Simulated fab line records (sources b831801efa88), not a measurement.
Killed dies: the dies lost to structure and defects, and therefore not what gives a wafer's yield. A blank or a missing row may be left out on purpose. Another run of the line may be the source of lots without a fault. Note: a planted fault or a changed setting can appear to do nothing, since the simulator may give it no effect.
Matching of chambers / flow sfq-line / 3 sister chambers for SFQ_TRILAYER_I1_CMP_CMP_046 on cmp-01
The step polishes SiO2. 3 wafers are shown with their chamber, then 6 later ones without.

WAFERS PAIRED WITH THEIR CHAMBERS
wafer=L402.5; chamber=1; motor-current-A (A)=9.7
wafer=L413.4; chamber=2; motor-current-A (A)=10.4
wafer=L413.6; chamber=3; motor-current-A (A)=9.6

WAFERS WITH NO CHAMBER GIVEN
wafer=L415.4; motor-current-A (A)=10.5
wafer=L415.3; motor-current-A (A)=9.6
wafer=L415.6; motor-current-A (A)=9.6
wafer=L418.2; motor-current-A (A)=10.3
wafer=L418.4; motor-current-A (A)=9.3
wafer=L418.5; motor-current-A (A)=9.7

WHICH CHAMBER EACH ONE RAN IN
wafer=L415.4; from the rows above=2; in truth=2
wafer=L415.3; from the rows above=can't be placed: 3 or 1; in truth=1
wafer=L415.6; from the rows above=can't be placed: 3 or 1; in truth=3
wafer=L418.2; from the rows above=2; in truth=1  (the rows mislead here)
wafer=L418.4; from the rows above=can't be placed: 3 or 1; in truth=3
wafer=L418.5; from the rows above=can't be placed: 1 or 3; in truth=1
Correct placement for 1 of the 6. Can't be placed from these rows: 4 (the true chamber is among the candidates in 4). 1 placed wrongly.
How it was worked out, from the rows above alone: a wafer's distance from a chamber is the root of the sum, over the readings, of the square of ((its reading less the chamber's mean) divided by the reading's scatter). If the next closest chamber is less than 2 further off than the closest, the wafer can't be placed; otherwise it belongs to the closest. Each chamber's mean is taken over the wafers shown for it. The scatter (one wafer shown for each chamber): square how far every hidden wafer sits from the nearest shown wafer, average those squares and take the square root.
